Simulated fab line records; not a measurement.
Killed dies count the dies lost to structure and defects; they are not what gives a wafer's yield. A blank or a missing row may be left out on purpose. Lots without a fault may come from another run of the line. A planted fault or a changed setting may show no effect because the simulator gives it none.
fab line records ; flow gf180mcu ; part 1 of 2: steps 1 to 24 of 33
[record] lots = 5; wafers = 15; lastDay = 34
route steps=602 shown STI@29 DNWELL@32 NWELL@42 LVPWELL@54
lots with no fault: from the same line, run without faults
startH: hours from the record's opening day to when the first of the lot's shown wafers began ; waitH: hours elapsed since this lot's preceding step ; " identical to the entry in the row above ; L1.1+2: a row that stands for several wafers ; - no value, or no start given ; * or withheld: withheld ; < > ~ a bound
route shown NAME@n: a module of which the file shows steps, and the number in the route of the first ; usual: average and standard deviation across the fault-free wafers ; same: alike in all rows ; chamber/n: place in a boat ; sites: readings site by site ; _std_site: the standard deviation of these ; _edge_site: mean of outer sites minus mean of inner sites ; radiusMm: how far each site lies from the wafer's centre ; mask NAME#n: copy n ; behind: the tool/chamber that last shaped the wafer ; hold: the reason the lot was held/the length of the hold in hours/how it ended ; device: names the non-switching transistor (n, p or np) ; end of line: the route-end tests of the same wafers ; for a step that has no rows: nothing shown but its recipe ; killed: dies that structure and defects cost at the first sort, which is not the same as the wafer's yield ; map: per-die view of a wafer (x killed, . not killed, _ where there is no die)
set.NAME: setting as actually run; set.NAME@STEP: the setting as run at that earlier step ; model.NAME: the simulator's own value behind a step, which no gauge read
lots at selected steps of the route; one table per step, one row per wafer
services: from which hour (startH, from the record's first day; less than 0 if before it) a tool's chamber was out of use, for how many hours, and why
[[steps]]
[step GF_STI_WET_ETCH_28]
[recipe] chemistry = dHF; targetDepthNm = 20; dry = ipaMarangoni; target = SiO2; tempC = 25; dilution = 10:1; timeS = 38.57
[same] timeS = 38.57
lot.wafer;tool;chamber;startH;waitH
L074.2+3+6;wetBench-02;0;28.61;0.0
L076.2+4+6;wetBench-04;2;39.67;0.0
L077.1+4+6;wetBench-03;1;46.48;0.0
L092.2+4+5;wetBench-02;0;120.86;0.0
L095.2+3+4;wetBench-02;3;137.76;0.0
[step GF_STI_OXIDATION_29]
[recipe] tempC = 900; ambient = O2; stabiliseS = 600; purgeS = 300; targetThkA = 100; oxTimeS = 1418
[usual] spikeTcTopC = 909/3.7; zonePowerTopPct = 37.0/2
lot.wafer;tool;chamber;startH;waitH;spikeTcTopC;zonePowerTopPct
L074.2;furnace-02;0;28.63;0.0;913;35.7
L074.3;furnace-02;0;28.63;0.0;915;35.3
L074.6;furnace-02;0;28.63;0.0;912;35.2
L076.2;furnace-01;0;41.39;1.7;907;39.3
L076.4;furnace-01;0;41.39;1.7;906;38.5
L076.6;furnace-01;0;41.39;1.7;906;39.1
L077.1;furnace-02;0;47.64;1.1;913;35.8
L077.4;furnace-02;0;47.64;1.1;913;35.2
L077.6;furnace-02;0;47.64;1.1;912;35.1
L092.2;furnace-01;0;120.88;0.0;905;38.6
L092.4;furnace-01;0;120.88;0.0;906;39.0
L092.5;furnace-01;0;120.88;0.0;906;37.8
L095.2;furnace-02;0;138.13;0.4;912;35.4
L095.3;furnace-02;0;138.13;0.4;912;35.0
L095.4;furnace-02;0;138.13;0.4;912;35.0
[step GF_STI_THK_MEAS_30]
[recipe] reads = SiO2_of_STI_OXIDATION_29
[usual] STI_OXIDATION_02_THK = 9.94/0.18
lot.wafer;tool;chamber;startH;waitH;STI_OXIDATION_02_THK[nm]
L074.2;filmMetro-03;-;30.03;0.0;9.83
L074.3;filmMetro-03;-;30.03;0.0;9.96
L074.6;filmMetro-03;-;30.03;0.0;9.86
L076.2;filmMetro-01;-;42.80;0.0;9.93
L076.4;filmMetro-01;-;42.80;0.0;9.94
L076.6;filmMetro-01;-;42.80;0.0;9.87
L077.1;filmMetro-03;-;49.03;0.0;9.98
L077.4;filmMetro-03;-;49.03;0.0;10.09
L077.6;filmMetro-03;-;49.03;0.0;10.07
L092.2;filmMetro-01;-;122.29;0.0;9.98
L092.4;filmMetro-01;-;122.29;0.0;10.10
L092.5;filmMetro-01;-;122.29;0.0;10.21
L095.2;filmMetro-01;-;139.54;0.0;9.93
L095.3;filmMetro-01;-;139.54;0.0;9.87
L095.4;filmMetro-01;-;139.54;0.0;10.04
[step GF_DNWELL_DEHYDRATE_00]
[recipe] tempC = 200; timeS = 60
[usual] exhaustPa = 45.0/0.96; plateTempC = 199.97/0.16; resistLineTempC = 22.99/0.11
[same] timeS = 60
lot.wafer;tool;chamber;startH;waitH;exhaustPa;plateTempC;resistLineTempC
L074.2;lithoTrack-02;0;35.62;5.6;45.6;199.92;23.00
L074.3;lithoTrack-02;0;35.62;5.6;46.4;199.92;22.76
L074.6;lithoTrack-02;0;35.62;5.6;46.6;200.00;23.03
L076.2;lithoTrack-03;0;48.73;5.9;44.3;199.75;22.99
L076.4;lithoTrack-03;0;48.73;5.9;43.4;199.97;23.10
L076.6;lithoTrack-03;0;48.73;5.9;43.2;199.92;23.06
L077.1;lithoTrack-02;0;54.69;5.6;44.7;199.78;22.93
L077.4;lithoTrack-02;0;54.69;5.6;44.8;199.73;22.82
L077.6;lithoTrack-02;0;54.69;5.6;44.3;199.70;22.93
L092.2;lithoTrack-02;0;129.32;7.0;45.1;199.66;22.99
L092.4;lithoTrack-02;0;129.32;7.0;45.1;199.79;22.89
L092.5;lithoTrack-02;0;129.32;7.0;45.1;199.70;22.87
L095.2;lithoTrack-02;0;146.77;7.2;43.8;200.09;22.94
L095.3;lithoTrack-02;0;146.77;7.2;45.6;199.80;23.08
L095.4;lithoTrack-02;0;146.77;7.2;46.5;199.99;23.04
[step GF_DNWELL_HMDS_01]
[recipe] primeTimeS = 60; primeTempC = 120
[usual] exhaustPa = 45.1/0.77; resistLineTempC = 23.02/0.1
lot.wafer;tool;chamber;startH;waitH;exhaustPa;resistLineTempC
L074.2;lithoTrack-02;0;35.77;0.1;44.6;23.13
L074.3;lithoTrack-02;0;35.77;0.1;45.4;23.08
L074.6;lithoTrack-02;0;35.77;0.1;45.0;22.98
L076.2;lithoTrack-03;0;48.88;0.1;45.9;23.01
L076.4;lithoTrack-03;0;48.88;0.1;45.0;23.05
L076.6;lithoTrack-03;0;48.88;0.1;44.8;23.05
L077.1;lithoTrack-02;0;54.84;0.1;46.3;23.13
L077.4;lithoTrack-02;0;54.84;0.1;46.0;23.14
L077.6;lithoTrack-02;0;54.84;0.1;44.8;23.22
L092.2;lithoTrack-02;0;129.47;0.1;44.8;23.23
L092.4;lithoTrack-02;0;129.47;0.1;45.0;23.20
L092.5;lithoTrack-02;0;129.47;0.1;44.3;23.14
L095.2;lithoTrack-02;0;146.92;0.1;42.8;22.89
L095.3;lithoTrack-02;0;146.92;0.1;45.7;23.28
L095.4;lithoTrack-02;0;146.92;0.1;45.8;23.23
[step GF_DNWELL_COAT_02]
[recipe] spinRpm = 2000; resistThkNm = 3000
[usual] exhaustPa = 45.2/0.93; resistLineTempC = 22.97/0.11
lot.wafer;tool;chamber;startH;waitH;exhaustPa;resistLineTempC
L074.2;lithoTrack-02;0;35.92;0.1;43.4;23.26
L074.3;lithoTrack-02;0;35.92;0.1;44.9;23.06
L074.6;lithoTrack-02;0;35.92;0.1;43.7;23.08
L076.2;lithoTrack-03;0;49.03;0.1;45.9;23.04
L076.4;lithoTrack-03;0;49.03;0.1;46.2;22.93
L076.6;lithoTrack-03;0;49.03;0.1;45.7;23.00
L077.1;lithoTrack-02;0;54.99;0.1;45.9;22.91
L077.4;lithoTrack-02;0;54.99;0.1;44.3;23.24
L077.6;lithoTrack-02;0;54.99;0.1;46.8;23.00
L092.2;lithoTrack-02;0;129.62;0.1;43.6;23.03
L092.4;lithoTrack-02;0;129.62;0.1;43.4;23.05
L092.5;lithoTrack-02;0;129.62;0.1;44.4;22.89
L095.2;lithoTrack-02;0;147.07;0.1;44.8;22.99
L095.3;lithoTrack-02;0;147.07;0.1;45.4;23.05
L095.4;lithoTrack-02;0;147.07;0.1;45.0;23.03
[step GF_DNWELL_SOFTBAKE_03]
[recipe] tempC = 110; timeS = withheld
[usual] exhaustPa = 45.1/0.87; plateTempC = 109.98/0.13; resistLineTempC = 23.01/0.1
lot.wafer;tool;chamber;startH;waitH;exhaustPa;plateTempC;resistLineTempC
L074.2;lithoTrack-02;0;36.08;0.1;45.8;110.02;22.95
L074.3;lithoTrack-02;0;36.08;0.1;45.8;109.94;23.05
L074.6;lithoTrack-02;0;36.08;0.1;44.7;109.98;23.00
L076.2;lithoTrack-03;0;49.19;0.1;45.3;109.76;23.05
L076.4;lithoTrack-03;0;49.19;0.1;44.1;109.80;22.99
L076.6;lithoTrack-03;0;49.19;0.1;47.5;109.94;23.01
L077.1;lithoTrack-02;0;55.14;0.1;44.4;110.19;23.03
L077.4;lithoTrack-02;0;55.14;0.1;46.3;110.14;22.96
L077.6;lithoTrack-02;0;55.14;0.1;46.1;110.02;22.83
L092.2;lithoTrack-02;0;129.78;0.1;45.3;110.02;22.88
L092.4;lithoTrack-02;0;129.78;0.1;44.4;109.81;22.99
L092.5;lithoTrack-02;0;129.78;0.1;45.0;109.92;23.07
L095.2;lithoTrack-02;0;147.23;0.1;45.0;110.01;23.04
L095.3;lithoTrack-02;0;147.23;0.1;44.6;110.18;23.13
L095.4;lithoTrack-02;0;147.23;0.1;45.6;110.10;23.05
[step GF_DNWELL_EXPOSE_04]
[recipe] maskId = DNWELL; targetCdNm = 1700; na = 0.6; sourceShape = conventional; sigmaOuter = 0.6; doseMj = 260
lot.wafer;tool;chamber;startH;waitH;mask
L074.2+3+6;ilineStepper-01;0;-;-;DNWELL#0
L076.2+4+6;ilineStepper-01;0;-;-;DNWELL#0
L077.1+4+6;ilineStepper-02;0;-;-;DNWELL#0
L092.2+4+5;ilineStepper-02;0;-;-;DNWELL#0
L095.2+3+4;ilineStepper-01;0;-;-;DNWELL#0
[step GF_DNWELL_PEB_05]
[recipe] tempC = 115; timeS = withheld
[usual] exhaustPa = 44.8/0.93; plateTempC = 115.00/0.11; resistLineTempC = 23.00/0.11
lot.wafer;tool;chamber;startH;waitH;exhaustPa;plateTempC;resistLineTempC
L074.2;lithoTrack-04;0;-;-;45.3;114.99;22.97
L074.3;lithoTrack-04;0;-;-;44.0;114.96;23.00
L074.6;lithoTrack-04;0;-;-;45.8;115.07;23.06
L076.2;lithoTrack-02;0;-;-;44.9;114.95;22.93
L076.4;lithoTrack-02;0;-;-;44.6;115.00;23.02
L076.6;lithoTrack-02;0;-;-;45.6;115.11;22.89
L077.1;lithoTrack-02;0;-;-;43.5;115.12;22.84
L077.4;lithoTrack-02;0;-;-;44.1;115.14;23.06
L077.6;lithoTrack-02;0;-;-;44.4;115.10;22.95
L092.2;lithoTrack-04;0;-;-;43.6;114.94;23.16
L092.4;lithoTrack-04;0;-;-;43.3;114.96;22.94
L092.5;lithoTrack-04;0;-;-;42.5;115.19;22.87
L095.2;lithoTrack-04;0;-;-;46.1;115.14;22.89
L095.3;lithoTrack-04;0;-;-;44.8;115.11;22.88
L095.4;lithoTrack-04;0;-;-;43.7;114.97;22.95
[step GF_DNWELL_DEVELOP_06]
[recipe] wallAngleDeg = 90; developTimeS = 60; devTempC = 23
[usual] exhaustPa = 45.3/0.9; resistLineTempC = 23.00/0.096
lot.wafer;tool;chamber;startH;waitH;exhaustPa;resistLineTempC
L074.2;lithoTrack-04;0;-;-;45.3;22.95
L074.3;lithoTrack-04;0;-;-;43.1;23.01
L074.6;lithoTrack-04;0;-;-;43.5;23.01
L076.2;lithoTrack-02;0;-;-;45.4;23.06
L076.4;lithoTrack-02;0;-;-;45.5;22.97
L076.6;lithoTrack-02;0;-;-;43.9;22.98
L077.1;lithoTrack-02;0;-;-;44.8;23.00
L077.4;lithoTrack-02;0;-;-;44.7;22.88
L077.6;lithoTrack-02;0;-;-;45.1;23.07
L092.2;lithoTrack-04;0;-;-;46.1;23.02
L092.4;lithoTrack-04;0;-;-;46.7;23.12
L092.5;lithoTrack-04;0;-;-;44.1;23.16
L095.2;lithoTrack-04;0;-;-;46.3;23.10
L095.3;lithoTrack-04;0;-;-;45.2;22.94
L095.4;lithoTrack-04;0;-;-;46.3;22.97
[step GF_DNWELL_IMPLANT_07]
[recipe] species = P; energyKev = 1500; doseCm2 = 1e+13; tiltDeg = 0
lot.wafer;tool;chamber;startH;waitH
L074.2+3+6;implanter-04;0;42.56;-
L076.2+4+6;implanter-03;0;55.72;-
L077.1+4+6;implanter-03;0;61.54;-
L092.2+4+5;implanter-01;0;137.86;-
L095.2+3+4;implanter-04;0;155.41;-
[step GF_DNWELL_STRIP_08]
[recipe] chemistry = O2/N2; powerW = 1400; pressureMtorr = 1500; platenTempC = 250; o2FlowSccm = 3000; n2FlowSccm = 300; overashFraction = 0.5
[usual] drypumpMotorCurrentA = 5.8/0.49; heaterPowerW = 339/37; oesProductAu = 0.722/0.0045; stripTimeToEndpointS = 36.94/0.12
lot.wafer;tool;chamber;startH;waitH;drypumpMotorCurrentA;heaterPowerW;oesProductAu;rfHoursCounterH;stripTimeToEndpointS
L074.2;plasmaAsher-01;0;42.69;0.1;5.1;407;0.720;36;36.92
L074.3;plasmaAsher-01;1;42.69;0.1;5.7;333;0.730;-;36.87
L074.6;plasmaAsher-01;0;42.69;0.1;5.2;397;0.722;-;36.90
L076.2;plasmaAsher-01;1;55.84;0.1;5.7;334;0.722;37;36.93
L076.4;plasmaAsher-01;1;55.84;0.1;5.7;335;0.724;-;36.94
L076.6;plasmaAsher-01;0;55.84;0.1;5.1;395;0.721;-;36.96
L077.1;plasmaAsher-04;0;61.69;0.1;5.9;313;0.711;27;36.82
L077.4;plasmaAsher-04;0;61.69;0.1;5.9;318;0.720;-;36.91
L077.6;plasmaAsher-04;0;61.69;0.1;5.8;323;0.725;-;36.93
L092.2;plasmaAsher-04;0;137.99;0.1;5.9;319;0.717;35;36.92
L092.4;plasmaAsher-04;0;137.99;0.1;5.9;326;0.721;-;36.86
L092.5;plasmaAsher-04;1;137.99;0.1;6.6;299;0.729;-;36.89
L095.2;plasmaAsher-01;0;155.54;0.1;5.1;402;0.718;46;36.85
L095.3;plasmaAsher-01;0;155.54;0.1;5.1;397;0.718;-;36.77
L095.4;plasmaAsher-01;1;155.54;0.1;5.7;335;0.717;-;36.86
[step GF_DNWELL_TW_MEAS_09]
[usual] DNWELL_TW = 1363/9.2
lot.wafer;tool;chamber;startH;waitH;DNWELL_TW
L074.2;filmMetro-03;-;42.80;0.1;1355
L074.3;filmMetro-03;-;42.80;0.1;1353
L074.6;filmMetro-03;-;42.80;0.1;1348
L076.2;filmMetro-01;-;55.95;0.1;1372
L076.4;filmMetro-01;-;55.95;0.1;1362
L076.6;filmMetro-01;-;55.95;0.1;1372
L077.1;filmMetro-01;-;61.79;0.1;1362
L077.4;filmMetro-01;-;61.79;0.1;1371
L077.6;filmMetro-01;-;61.79;0.1;1367
L092.2;filmMetro-03;-;138.10;0.1;1354
L092.4;filmMetro-03;-;138.10;0.1;1360
L092.5;filmMetro-03;-;138.10;0.1;1354
L095.2;filmMetro-04;-;155.65;0.1;1368
L095.3;filmMetro-04;-;155.65;0.1;1370
L095.4;filmMetro-04;-;155.65;0.1;1365
[step GF_NWELL_DEHYDRATE_00]
[recipe] tempC = 200; timeS = 60
[usual] exhaustPa = 45.1/0.87; plateTempC = 199.97/0.17; resistLineTempC = 23.02/0.1
[same] timeS = 60
lot.wafer;tool;chamber;startH;waitH;exhaustPa;plateTempC;resistLineTempC
L074.2;lithoTrack-01;0;48.77;6.0;43.7;200.09;23.05
L074.3;lithoTrack-01;0;48.77;6.0;44.5;199.95;23.07
L074.6;lithoTrack-01;0;48.77;6.0;44.1;200.07;23.04
L076.2;lithoTrack-02;0;61.87;5.9;46.3;200.05;23.16
L076.4;lithoTrack-02;0;61.87;5.9;46.5;199.93;23.12
L076.6;lithoTrack-02;0;61.87;5.9;45.2;199.84;23.16
L077.1;lithoTrack-01;0;67.39;5.6;46.1;199.87;22.93
L077.4;lithoTrack-01;0;67.39;5.6;46.8;200.04;23.03
L077.6;lithoTrack-01;0;67.39;5.6;46.9;200.21;22.89
L092.2;lithoTrack-01;0;144.72;6.6;44.5;199.95;23.01
L092.4;lithoTrack-01;0;144.72;6.6;44.4;200.07;23.07
L092.5;lithoTrack-01;0;144.72;6.6;44.3;200.01;22.94
L095.2;lithoTrack-01;0;162.92;7.3;44.3;199.87;23.02
L095.3;lithoTrack-01;0;162.92;7.3;45.0;200.14;23.13
L095.4;lithoTrack-01;0;162.92;7.3;44.9;200.09;22.95
[step GF_NWELL_HMDS_01]
[recipe] primeTimeS = 60; primeTempC = 120
[usual] exhaustPa = 45.0/0.84; resistLineTempC = 23.03/0.1
lot.wafer;tool;chamber;startH;waitH;exhaustPa;resistLineTempC
L074.2;lithoTrack-01;0;48.92;0.1;45.3;23.05
L074.3;lithoTrack-01;0;48.92;0.1;44.2;23.08
L074.6;lithoTrack-01;0;48.92;0.1;44.1;23.06
L076.2;lithoTrack-02;0;62.02;0.1;43.5;23.16
L076.4;lithoTrack-02;0;62.02;0.1;43.8;23.13
L076.6;lithoTrack-02;0;62.02;0.1;44.3;23.03
L077.1;lithoTrack-01;0;67.54;0.1;44.8;23.20
L077.4;lithoTrack-01;0;67.54;0.1;45.7;23.07
L077.6;lithoTrack-01;0;67.54;0.1;45.7;23.04
L092.2;lithoTrack-01;0;144.87;0.1;45.3;23.11
L092.4;lithoTrack-01;0;144.87;0.1;45.5;23.04
L092.5;lithoTrack-01;0;144.87;0.1;45.1;23.08
L095.2;lithoTrack-01;0;163.07;0.1;44.3;23.04
L095.3;lithoTrack-01;0;163.07;0.1;44.9;23.14
L095.4;lithoTrack-01;0;163.07;0.1;45.3;23.07
[step GF_NWELL_COAT_02]
[recipe] spinRpm = 2000; resistThkNm = 3000
[usual] exhaustPa = 45.0/0.97; resistLineTempC = 23.03/0.11
lot.wafer;tool;chamber;startH;waitH;exhaustPa;resistLineTempC
L074.2;lithoTrack-01;0;49.07;0.1;45.4;23.10
L074.3;lithoTrack-01;0;49.07;0.1;44.2;22.92
L074.6;lithoTrack-01;0;49.07;0.1;44.3;22.99
L076.2;lithoTrack-02;0;62.17;0.1;46.5;22.99
L076.4;lithoTrack-02;0;62.17;0.1;46.3;23.24
L076.6;lithoTrack-02;0;62.17;0.1;44.9;23.06
L077.1;lithoTrack-01;0;67.69;0.1;44.7;22.94
L077.4;lithoTrack-01;0;67.69;0.1;44.7;23.10
L077.6;lithoTrack-01;0;67.69;0.1;44.0;22.85
L092.2;lithoTrack-01;0;145.02;0.1;43.5;22.87
L092.4;lithoTrack-01;0;145.02;0.1;43.8;22.84
L092.5;lithoTrack-01;0;145.02;0.1;43.9;22.74
L095.2;lithoTrack-01;0;163.22;0.1;44.5;22.99
L095.3;lithoTrack-01;0;163.22;0.1;44.4;23.00
L095.4;lithoTrack-01;0;163.22;0.1;44.3;22.97
[step GF_NWELL_SOFTBAKE_03]
[recipe] tempC = 110; timeS = withheld
[usual] exhaustPa = 45.1/0.81; plateTempC = 110.00/0.13; resistLineTempC = 23.01/0.094
lot.wafer;tool;chamber;startH;waitH;exhaustPa;plateTempC;resistLineTempC
L074.2;lithoTrack-01;0;49.23;0.1;46.3;110.11;22.99
L074.3;lithoTrack-01;0;49.23;0.1;44.1;110.17;23.08
L074.6;lithoTrack-01;0;49.23;0.1;44.7;110.09;23.04
L076.2;lithoTrack-02;0;62.33;0.1;44.2;109.97;23.08
L076.4;lithoTrack-02;0;62.33;0.1;45.2;109.97;22.98
L076.6;lithoTrack-02;0;62.33;0.1;45.8;110.06;23.03
L077.1;lithoTrack-01;0;67.84;0.1;46.0;110.06;23.06
L077.4;lithoTrack-01;0;67.84;0.1;45.5;109.93;23.01
L077.6;lithoTrack-01;0;67.84;0.1;44.8;109.86;22.94
L092.2;lithoTrack-01;0;145.17;0.1;46.2;109.99;22.91
L092.4;lithoTrack-01;0;145.17;0.1;45.8;110.03;23.04
L092.5;lithoTrack-01;0;145.17;0.1;46.2;110.09;23.09
L095.2;lithoTrack-01;0;163.37;0.1;42.8;110.03;23.00
L095.3;lithoTrack-01;0;163.37;0.1;43.4;110.00;23.11
L095.4;lithoTrack-01;0;163.37;0.1;43.2;109.94;23.18
[step GF_NWELL_EXPOSE_04]
[recipe] maskId = Nwell; targetCdNm = 860; na = 0.6; sourceShape = conventional; sigmaOuter = 0.6; doseMj = 260
lot.wafer;tool;chamber;startH;waitH;mask
L074.2+3+6;ilineStepper-02;0;-;-;Nwell#0
L076.2+4+6;ilineStepper-01;0;-;-;Nwell#0
L077.1+4+6;ilineStepper-02;0;-;-;Nwell#0
L092.2+4+5;ilineStepper-01;0;-;-;Nwell#0
L095.2+3+4;ilineStepper-01;0;-;-;Nwell#0
[step GF_NWELL_PEB_05]
[recipe] tempC = 115; timeS = withheld
[usual] exhaustPa = 44.7/0.8; plateTempC = 114.98/0.13; resistLineTempC = 22.98/0.11
lot.wafer;tool;chamber;startH;waitH;exhaustPa;plateTempC;resistLineTempC
L074.2;lithoTrack-03;0;-;-;44.0;115.12;23.27
L074.3;lithoTrack-03;0;-;-;45.1;115.22;23.16
L074.6;lithoTrack-03;0;-;-;44.0;115.26;23.01
L076.2;lithoTrack-01;0;-;-;44.9;115.08;22.89
L076.4;lithoTrack-01;0;-;-;44.6;115.13;22.93
L076.6;lithoTrack-01;0;-;-;45.3;115.05;22.88
L077.1;lithoTrack-01;0;-;-;44.9;114.77;22.87
L077.4;lithoTrack-01;0;-;-;45.8;114.74;22.65
L077.6;lithoTrack-01;0;-;-;45.1;114.87;22.94
L092.2;lithoTrack-03;0;-;-;44.9;115.06;23.01
L092.4;lithoTrack-03;0;-;-;45.8;114.88;22.94
L092.5;lithoTrack-03;0;-;-;44.2;114.90;22.99
L095.2;lithoTrack-02;0;-;-;44.7;115.02;23.03
L095.3;lithoTrack-02;0;-;-;45.0;115.02;22.93
L095.4;lithoTrack-02;0;-;-;45.6;114.93;22.84
[step GF_NWELL_DEVELOP_06]
[recipe] wallAngleDeg = 90; developTimeS = 60; devTempC = 23
[usual] exhaustPa = 44.8/0.85; resistLineTempC = 23.00/0.099
lot.wafer;tool;chamber;startH;waitH;exhaustPa;resistLineTempC
L074.2;lithoTrack-03;0;-;-;45.0;23.02
L074.3;lithoTrack-03;0;-;-;43.5;22.90
L074.6;lithoTrack-03;0;-;-;44.1;23.07
L076.2;lithoTrack-01;0;-;-;44.6;22.94
L076.4;lithoTrack-01;0;-;-;44.3;22.90
L076.6;lithoTrack-01;0;-;-;45.1;22.98
L077.1;lithoTrack-01;0;-;-;44.9;23.02
L077.4;lithoTrack-01;0;-;-;45.3;22.92
L077.6;lithoTrack-01;0;-;-;43.7;22.98
L092.2;lithoTrack-03;0;-;-;45.8;23.02
L092.4;lithoTrack-03;0;-;-;44.4;23.00
L092.5;lithoTrack-03;0;-;-;44.8;23.15
L095.2;lithoTrack-02;0;-;-;44.6;23.14
L095.3;lithoTrack-02;0;-;-;44.4;23.05
L095.4;lithoTrack-02;0;-;-;45.0;23.01
[step GF_NWELL_OVL_MEAS_07]
[usual] NWELL_OVL = 0.9/1.3
lot.wafer;tool;chamber;startH;waitH;NWELL_OVL[nm]
L074.2;overlay-01;-;55.86;-;0.1
L074.3;overlay-01;-;55.86;-;-0.4
L074.6;overlay-01;-;55.86;-;1.6
L076.2;overlay-02;-;69.00;-;1.9
L076.4;overlay-02;-;69.00;-;1.0
L076.6;overlay-02;-;69.00;-;0.7
L077.1;overlay-01;-;74.74;-;0.3
L077.4;overlay-01;-;74.74;-;-0.6
L077.6;overlay-01;-;74.74;-;0.4
L092.2;overlay-01;-;153.26;-;0.6
L092.4;overlay-01;-;153.26;-;2.4
L092.5;overlay-01;-;153.26;-;2.0
L095.2;overlay-01;-;171.75;-;-0.8
L095.3;overlay-01;-;171.75;-;0.6
L095.4;overlay-01;-;171.75;-;0.4
[step GF_NWELL_IMPLANT_08]
[recipe] species = P; energyKev = 436.9; doseCm2 = 1.5e+13; tiltDeg = 0
lot.wafer;tool;chamber;startH;waitH
L074.2+3+6;implanter-02;0;55.92;0.0
L076.2+4+6;implanter-02;0;69.05;0.0
L077.1+4+6;implanter-03;0;74.78;0.0
L092.2+4+5;implanter-03;0;153.32;0.0
L095.2+3+4;implanter-02;0;171.80;0.0
[step GF_NWELL_IMPLANT_09]
[recipe] species = P; energyKev = 160; doseCm2 = 4e+12; tiltDeg = 0
lot.wafer;tool;chamber;startH;waitH
L074.2+3+6;implanter-02;0;56.07;0.1
L076.2+4+6;implanter-02;0;69.20;0.1
L077.1+4+6;implanter-03;0;74.93;0.1
L092.2+4+5;implanter-03;0;153.47;0.1
L095.2+3+4;implanter-02;0;171.95;0.1
[step GF_NWELL_STRIP_10]
[recipe] chemistry = O2/N2; powerW = 1400; pressureMtorr = 1500; platenTempC = 250; o2FlowSccm = 3000; n2FlowSccm = 300; overashFraction = 0.5
[usual] drypumpMotorCurrentA = 5.7/0.43; heaterPowerW = 346/22; oesProductAu = 0.722/0.0045; stripTimeToEndpointS = 36.96/0.12
lot.wafer;tool;chamber;startH;waitH;drypumpMotorCurrentA;heaterPowerW;oesProductAu;rfHoursCounterH;stripTimeToEndpointS
L074.2;plasmaAsher-02;1;56.19;0.1;5.2;330;0.716;40;37.00
L074.3;plasmaAsher-02;0;56.19;0.1;6.2;346;0.724;-;36.98
L074.6;plasmaAsher-02;0;56.19;0.1;6.2;342;0.711;-;37.00
L076.2;plasmaAsher-02;0;69.33;0.1;6.2;343;0.728;41;37.10
L076.4;plasmaAsher-02;0;69.33;0.1;6.2;348;0.723;-;37.14
L076.6;plasmaAsher-02;1;69.33;0.1;5.2;322;0.713;-;37.00
L077.1;plasmaAsher-02;0;75.08;0.1;6.2;347;0.713;42;36.79
L077.4;plasmaAsher-02;1;75.08;0.1;5.2;321;0.721;-;36.89
L077.6;plasmaAsher-02;1;75.08;0.1;5.2;331;0.720;-;36.86
L092.2;plasmaAsher-02;1;153.59;0.1;5.2;317;0.718;4;36.71
L092.4;plasmaAsher-02;1;153.59;0.1;5.2;322;0.718;-;36.78
L092.5;plasmaAsher-02;1;153.59;0.1;5.2;322;0.722;-;36.81
L095.2;plasmaAsher-02;0;172.08;0.1;6.2;338;0.728;6;37.02
L095.3;plasmaAsher-02;0;172.08;0.1;6.2;341;0.731;-;37.06
L095.4;plasmaAsher-02;1;172.08;0.1;5.2;312;0.725;-;36.91
